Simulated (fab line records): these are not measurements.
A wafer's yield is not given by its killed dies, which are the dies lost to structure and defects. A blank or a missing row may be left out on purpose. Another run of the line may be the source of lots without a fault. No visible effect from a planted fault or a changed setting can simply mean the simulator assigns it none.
fab line records | flow gf180mcu
record: lots: 5 | wafers: 15 | last_day: 34
route steps=602 shown V1@349 M2@362
lots with no fault: from the same line, run without faults
start_h: start of the lot's first displayed wafer, in hours after the record's first day | wait_h: hours elapsed since this lot's preceding step | " as in the row above | L1.1+2: a row that stands for several wafers | - no value, or no start given | * or withheld: withheld | < > ~ a bound
route shown NAME@n: NAME is a module with steps in the file, n the number in the route of the first one | usual: the fault-free wafers' mean and standard deviation | same: alike in all rows | chamber/n: place in a boat | sites: readings site by site | _std_site: the values' standard deviation | _edge_site: inner sites' mean taken away from outer sites' mean | radius_mm: for every site, how far away it sits from the centre of the wafer | mask NAME#n: copy n | behind: the tool/chamber that last shaped the wafer | hold: why the lot went on hold/how many hours it stayed there/how the hold came to an end | device: which transistor (n, p or np) failed to switch | end of line: tests run on the same wafers once the route is complete | step lacking rows: just its recipe | killed: dies lost to structure and defects at the first sort, not the wafer's yield | map: dies across one wafer; x = killed, . = not, _ = none there
set.NAME: the run value of the setting; set.NAME@STEP: its run value at that earlier step | model.NAME: the simulator's own value behind a step, which no gauge read
lots at some steps of the route; a table a step, a row a wafer
services: from which hour (start_h, from the record's first day; less than 0 if before it) a tool's chamber was out of use, for how many hours, and why
== steps ==
step: GF_V1_CD_MEAS_14
recipe: target_cd_nm: 260
usual: cd_nm: 259.8/1.5
lot.wafer | tool      | chamber | start_h | wait_h | cd_nm
L110.4    | cd_sem-02 | -       | 461.69  | 0.1    | 260.0
L110.5    | "         | -       | "       | "      | 259.5
L110.6    | "         | -       | "       | "      | 259.1
L114.2    | cd_sem-01 | -       | 495.24  | 0.1    | 260.7
L114.3    | "         | -       | "       | "      | 259.7
L114.4    | "         | -       | "       | "      | 259.6
L121.2    | cd_sem-01 | -       | 554.10  | 0.1    | 260.8
L121.3    | "         | -       | "       | "      | 261.9
L121.5    | "         | -       | "       | "      | 259.1
L123.1    | cd_sem-01 | -       | 571.77  | 0.1    | 262.3
L123.3    | "         | -       | "       | "      | 263.1
L123.5    | "         | -       | "       | "      | 262.0
L126.2    | cd_sem-01 | -       | 589.90  | 0.1    | 260.1
L126.3    | "         | -       | "       | "      | 260.4
L126.6    | "         | -       | "       | "      | 259.5
step: GF_V1_OVL_MEAS_15
usual: V1_OVL: -2/5.8
lot.wafer | tool       | chamber | start_h | wait_h | V1_OVL[nm]
L110.4    | overlay-01 | -       | 461.77  | 0.1    | 6
L110.5    | "          | -       | "       | "      | -8
L110.6    | "          | -       | "       | "      | -6
L114.2    | overlay-02 | -       | 495.34  | 0.1    | -3
L114.3    | "          | -       | "       | "      | 1
L114.4    | "          | -       | "       | "      | -5
L121.2    | overlay-02 | -       | 554.21  | 0.1    | 2
L121.3    | "          | -       | "       | "      | 5
L121.5    | "          | -       | "       | "      | 3
L123.1    | overlay-02 | -       | 571.89  | 0.1    | -4
L123.3    | "          | -       | "       | "      | -12
L123.5    | "          | -       | "       | "      | -13
L126.2    | overlay-01 | -       | 590.01  | 0.1    | -1
L126.3    | "          | -       | "       | "      | 0
L126.6    | "          | -       | "       | "      | -8
step: GF_V1_ETCH_16
recipe: chemistry: N2/H2 | target_depth_a: withheld | overetch_a: withheld | time_s: withheld | target: BARC | ion_energy_ev: 200 | source_w: 500 | bias_w: 100 | pressure_mtorr: 30 | n2_flow_sccm: 100 | h2_flow_sccm: 200
step: GF_V1_ETCH_17
recipe: chemistry: C4F8/O2/Ar | mask_material: KrF | target: SiO2 | stop_on: TiN | source_w: 1500 | bias_w: 1200 | pressure_mtorr: 40 | c4f8_flow_sccm: withheld | O2_flow_sccm: 6 | Ar_flow_sccm: 300 | time_s: withheld | target_depth_a: 6300
usual: chamber_pressure_mTorr: 40.00/0.034 | oes_product_au: 0.856/0.0048
lot.wafer | tool        | chamber | start_h | wait_h | chamber_pressure_mTorr | oes_product_au
L110.4    | rie_diel-03 | 3       | -       | -      | 39.99                  | 0.856
L110.5    | "           | 1       | "       | "      | 39.98                  | 0.856
L110.6    | "           | 2       | "       | "      | 40.00                  | 0.852
L114.2    | rie_diel-04 | 2       | -       | -      | 40.00                  | 0.850
L114.3    | "           | 1       | "       | "      | 40.06                  | 0.851
L114.4    | "           | 3       | "       | "      | 39.99                  | 0.855
L121.2    | rie_diel-03 | 1       | -       | -      | 39.98                  | 0.857
L121.3    | "           | 2       | "       | "      | 39.95                  | 0.861
L121.5    | "           | 3       | "       | "      | 39.98                  | 0.855
L123.1    | rie_diel-04 | 3       | -       | -      | 39.95                  | 0.854
L123.3    | "           | 0       | "       | "      | 39.99                  | 0.858
L123.5    | "           | 3       | "       | "      | 39.97                  | 0.848
L126.2    | rie_diel-04 | 0       | -       | -      | 40.05                  | 0.844
L126.3    | "           | 3       | "       | "      | 39.99                  | 0.854
L126.6    | "           | 0       | "       | "      | 40.01                  | 0.858
step: GF_V1_STRIP_18
recipe: chemistry: O2/N2 | power_w: 1400 | pressure_mtorr: 1500 | platen_temp_c: 250 | o2_flow_sccm: 3000 | n2_flow_sccm: 300 | overash_fraction: 0.5
usual: chamber_pressure_mTorr: 1499.9/1.3 | drypump_motor_current_A: 6.19/0.26 | heater_power_w: 334/26 | oes_product_au: 0.593/0.0049
lot.wafer | tool            | chamber | start_h | wait_h | chamber_pressure_mTorr | drypump_motor_current_A | heater_power_w | oes_product_au | rf_hours_counter_h
L110.4    | plasma_asher-03 | 0       | 461.95  | -      | 1501.0                 | 5.44                    | 374            | 0.588          | -
L110.5    | "               | 0       | "       | "      | 1499.7                 | 5.42                    | 379            | 0.602          | -
L110.6    | "               | 1       | "       | "      | 1499.2                 | 5.86                    | 396            | 0.590          | -
L114.2    | plasma_asher-02 | 0       | 495.50  | -      | 1497.9                 | 6.35                    | 336            | 0.595          | 87
L114.3    | "               | 1       | "       | "      | 1500.7                 | 6.21                    | 327            | 0.588          | -
L114.4    | "               | 0       | "       | "      | 1502.1                 | 6.37                    | 331            | 0.595          | -
L121.2    | plasma_asher-02 | 0       | 554.37  | -      | 1501.0                 | 6.37                    | 334            | 0.593          | 94
L121.3    | "               | 1       | "       | "      | 1499.1                 | 6.17                    | 335            | 0.588          | -
L121.5    | "               | 1       | "       | "      | 1500.9                 | 6.19                    | 337            | 0.597          | -
L123.1    | plasma_asher-03 | 0       | 572.05  | -      | 1498.8                 | 5.43                    | 377            | 0.600          | 70
L123.3    | "               | 0       | "       | "      | 1500.0                 | 5.40                    | 374            | 0.591          | -
L123.5    | "               | 0       | "       | "      | 1498.0                 | 5.43                    | 381            | 0.593          | -
L126.2    | plasma_asher-02 | 1       | 590.17  | -      | 1500.4                 | 6.19                    | 325            | 0.598          | 97
L126.3    | "               | 1       | "       | "      | 1498.3                 | 6.25                    | 332            | 0.597          | -
L126.6    | "               | 1       | "       | "      | 1498.9                 | 6.25                    | 333            | 0.592          | -
step: GF_V1_STRIP_19
recipe: chemistry: post_etch_residue_remover | time_s: 1200 | temp_c: 72.5
step: GF_V1_CLEAN_20
recipe: chemistry: DIW | dry: n2_spin
step: GF_V1_SPUTTER_21
recipe: material: Ti | target_thk_nm: 15 | chamber_pressure_pa: 5 | power_w: 2500 | substrate_temp_c: 200 | time_s: 80.02
usual: throttle_valve_pct: 29.9/1.3
lot.wafer | tool           | chamber | start_h | wait_h | throttle_valve_pct
L110.4    | pvd_sputter-03 | -       | 462.45  | 0.0    | 30.7
L110.5    | "              | -       | "       | "      | 28.3
L110.6    | "              | -       | "       | "      | 28.9
L114.2    | pvd_sputter-03 | -       | 496.04  | 0.0    | 30.8
L114.3    | "              | -       | "       | "      | 31.8
L114.4    | "              | -       | "       | "      | 29.1
L121.2    | pvd_sputter-02 | -       | 554.93  | 0.0    | 29.1
L121.3    | "              | -       | "       | "      | 30.2
L121.5    | "              | -       | "       | "      | 30.1
L123.1    | pvd_sputter-01 | -       | 572.59  | 0.0    | 32.1
L123.3    | "              | -       | "       | "      | 28.4
L123.5    | "              | -       | "       | "      | 31.8
L126.2    | pvd_sputter-01 | -       | 590.70  | 0.0    | 29.2
L126.3    | "              | -       | "       | "      | 28.4
L126.6    | "              | -       | "       | "      | 29.3
step: GF_V1_SPUTTER_22
recipe: material: TiN | target_thk_nm: 10 | chamber_pressure_pa: 5 | power_w: 4000 | time_s: 40
usual: throttle_valve_pct: 29.9/1.3
lot.wafer | tool           | chamber | start_h | wait_h | throttle_valve_pct
L110.4    | pvd_sputter-03 | -       | 462.51  | 0.0    | 30.9
L110.5    | "              | -       | "       | "      | 28.3
L110.6    | "              | -       | "       | "      | 29.1
L114.2    | pvd_sputter-03 | -       | 496.10  | 0.0    | 30.8
L114.3    | "              | -       | "       | "      | 31.8
L114.4    | "              | -       | "       | "      | 29.1
L121.2    | pvd_sputter-02 | -       | 554.99  | 0.0    | 29.2
L121.3    | "              | -       | "       | "      | 30.1
L121.5    | "              | -       | "       | "      | 30.2
L123.1    | pvd_sputter-01 | -       | 572.65  | 0.0    | 32.0
L123.3    | "              | -       | "       | "      | 28.6
L123.5    | "              | -       | "       | "      | 31.9
L126.2    | pvd_sputter-01 | -       | 590.76  | 0.0    | 29.5
L126.3    | "              | -       | "       | "      | 28.6
L126.6    | "              | -       | "       | "      | 29.4
step: GF_V1_CVD_23
recipe: material: W | target_thk_nm: 350 | time_s: 105.05 | temp_c: 400 | pressure_torr: 40
usual: heater_power_w: 914/140
lot.wafer | tool     | chamber | start_h | wait_h | heater_power_w
L110.4    | cvd_w-01 | 1       | 462.59  | 0.1    | 952
L110.5    | "        | 1       | "       | "      | 943
L110.6    | "        | 0       | "       | "      | 832
L114.2    | cvd_w-02 | 0       | 496.14  | 0.0    | 1067
L114.3    | "        | 1       | "       | "      | 706
L114.4    | "        | 0       | "       | "      | 1036
L121.2    | cvd_w-01 | 0       | 555.03  | 0.0    | 808
L121.3    | "        | 1       | "       | "      | 936
L121.5    | "        | 0       | "       | "      | 831
L123.1    | cvd_w-02 | 1       | 572.69  | 0.0    | 728
L123.3    | "        | 0       | "       | "      | 1057
L123.5    | "        | 1       | "       | "      | 709
L126.2    | cvd_w-01 | 1       | 590.80  | 0.0    | 962
L126.3    | "        | 1       | "       | "      | 969
L126.6    | "        | 1       | "       | "      | 930
step: GF_V1_RS_MEAS_24
recipe: thk_meas_gauge: four-point-probe | reads: W_of_V1_CVD_23+TiN_of_V1_SPUTTER_22+Ti_of_V1_SPUTTER_21
usual: V1_W_RS: 0.323/0.0056
lot.wafer | tool          | chamber | start_h | wait_h | V1_W_RS[ohm/sq]
L110.4    | film_metro-03 | -       | 462.72  | 0.1    | 0.324
L110.5    | "             | -       | "       | "      | 0.324
L110.6    | "             | -       | "       | "      | 0.315
L114.2    | film_metro-02 | -       | 496.27  | 0.1    | 0.319
L114.3    | "             | -       | "       | "      | 0.326
L114.4    | "             | -       | "       | "      | 0.321
L121.2    | film_metro-02 | -       | 555.16  | 0.1    | 0.319
L121.3    | "             | -       | "       | "      | 0.332
L121.5    | "             | -       | "       | "      | 0.322
L123.1    | film_metro-03 | -       | 572.80  | 0.1    | 0.333
L123.3    | "             | -       | "       | "      | 0.319
L123.5    | "             | -       | "       | "      | 0.335
L126.2    | film_metro-03 | -       | 590.93  | 0.1    | 0.331
L126.3    | "             | -       | "       | "      | 0.326
L126.6    | "             | -       | "       | "      | 0.332
step: GF_V1_THK_MEAS_25
recipe: thk_meas_gauge: xrf | reads: W_of_V1_CVD_23
usual: V1_W_THK: 344/7
lot.wafer | tool          | chamber | start_h | wait_h | V1_W_THK[nm]
L110.4    | film_metro-03 | -       | 462.81  | 0.1    | 342
L110.5    | "             | -       | "       | "      | 341
L110.6    | "             | -       | "       | "      | 350
L114.2    | film_metro-02 | -       | 496.38  | 0.1    | 353
L114.3    | "             | -       | "       | "      | 345
L114.4    | "             | -       | "       | "      | 350
L121.2    | film_metro-02 | -       | 555.27  | 0.1    | 354
L121.3    | "             | -       | "       | "      | 340
L121.5    | "             | -       | "       | "      | 351
L123.1    | film_metro-03 | -       | 572.92  | 0.1    | 334
L123.3    | "             | -       | "       | "      | 348
L123.5    | "             | -       | "       | "      | 330
L126.2    | film_metro-03 | -       | 591.04  | 0.1    | 342
L126.3    | "             | -       | "       | "      | 347
L126.6    | "             | -       | "       | "      | 338
step: GF_V1_CMP_26
recipe: stop_on: SiO2 | down_force_psi: 3.5 | platen_rpm: 60 | t_overpolish_s: 15 | target_thk_nm: 0 | pad_velocity_m_s: 0.94248
usual: motor_current_A: 10.8/1.4 | overpolish_run_s: 15.001/0.0085 | time_to_endpoint_s: 86/3.4
lot.wafer | tool   | chamber | start_h | wait_h | motor_current_A | overpolish_run_s | time_to_endpoint_s
L110.4    | cmp-02 | 1       | 462.84  | 0.0    | 11.1            | 0.043            | 130
L110.6    | "      | 1       | "       | "      | 11.2            | 0.046            | 133
L110.5    | "      | 2       | "       | "      | 12.2            | 15.002           | 85
L114.2    | cmp-01 | 2       | 496.48  | 0.1    | 9.0             | 15.005           | 89
L114.3    | "      | 3       | "       | "      | 10.5            | 14.996           | 86
L114.4    | "      | 0       | "       | "      | 12.6            | 15.015           | 83
L121.2    | cmp-01 | 3       | 555.32  | 0.0    | 10.6            | 14.994           | 93
L121.3    | "      | 0       | "       | "      | 12.5            | 14.998           | 85
L121.5    | "      | 0       | "       | "      | 13.2            | 15.025           | 88
L123.1    | cmp-02 | 1       | 572.98  | 0.1    | 11.0            | 14.974           | 82
L123.3    | "      | 2       | "       | "      | 11.7            | 15.018           | 84
L123.5    | "      | 1       | "       | "      | 11.4            | 15.004           | 79
L126.3    | cmp-02 | 2       | 591.09  | 0.0    | 11.7            | 15.009           | 84
L126.2    | "      | 3       | "       | "      | 9.1             | 15.003           | 86
L126.6    | "      | 2       | "       | "      | 11.7            | 15.006           | 82
step: GF_M2_SPUTTER_00
recipe: material: Ti | target_thk_nm: 37.5 | arriving_ion_energy_ev: 80 | substrate_temp_c: 200 | chamber_pressure_pa: 2 | power_w: 4000 | time_s: 150
== services ==
tool            | chamber | start_h | hours | kind
plasma_asher-02 | -       | 456.12  | 2.5   | repair
rie_diel-04     | 2       | 461.07  | -     | clean
rie_diel-04     | 2       | 461.07  | 21.3  | scheduled_down
rie_diel-04     | 2       | 461.07  | 21.3  | vent_cycle
cvd_w-01        | -       | 463.80  | 2.8   | pm
rie_diel-03     | 2       | 476.10  | -     | clean
rie_diel-03     | 2       | 476.10  | 25.8  | scheduled_down
rie_diel-03     | 2       | 476.10  | 25.8  | vent_cycle
plasma_asher-02 | -       | 478.82  | 2.8   | pm
cvd_w-01        | -       | 503.82  | 4.3   | pm
pvd_sputter-03  | -       | 510.18  | 4.8   | repair
pvd_sputter-03  | -       | 510.98  | 2.2   | repair
rie_diel-03     | 1       | 513.53  | 6.3   | repair
cmp-02          | -       | 523.76  | 1.1   | repair
rie_diel-04     | 1       | 525.92  | 2.5   | repair
cmp-02          | -       | 526.91  | 6.9   | pm
rie_diel-04     | 1       | 531.04  | 4.5   | repair
cmp-01          | -       | 541.34  | 3.9   | pm
cvd_w-01        | 0       | 544.66  | 5.3   | repair
cvd_w-01        | -       | 557.56  | 1.3   | repair
cmp-01          | -       | 572.41  | 4.0   | pm
cmp-01          | -       | 576.41  | -     | consumable_replace:conditioner
cmp-01          | -       | 576.41  | -     | consumable_replace:pad
cmp-02          | -       | 578.03  | 0.3   | repair
== key ==
first_sign: step: GF_V1_CMP_26 | reading: overpolish_run_s | direction: down | sigmas: 99+ | usual: 15.001 | struck: 0.044
effect: step: GF_V1_CMP_26 | reading: time_to_endpoint_s | direction: up | sigmas: 14 | usual: * | struck: *
met_at GF_V1_CMP_26
struck_wafers L110.4,L110.6
later_rows_left_out L110.4,L110.6
sort_left_out L110.4,L110.6
fault: kind: process_parameter_drift | tool: cmp-02 | chamber: 1 | onset_h: 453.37 | steps: GF_V1_CMP_26 | channel: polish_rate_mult | offset: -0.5 | shape: step | end_h: 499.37
sort_left_out: the simulated sort isn't trusted on such a fault, so these wafers' sort isn't shown, and their yield isn't known
later_rows_left_out: the simulator's readings of these wafers behind a module that went badly wrong aren't trusted and aren't shown, but for the sort
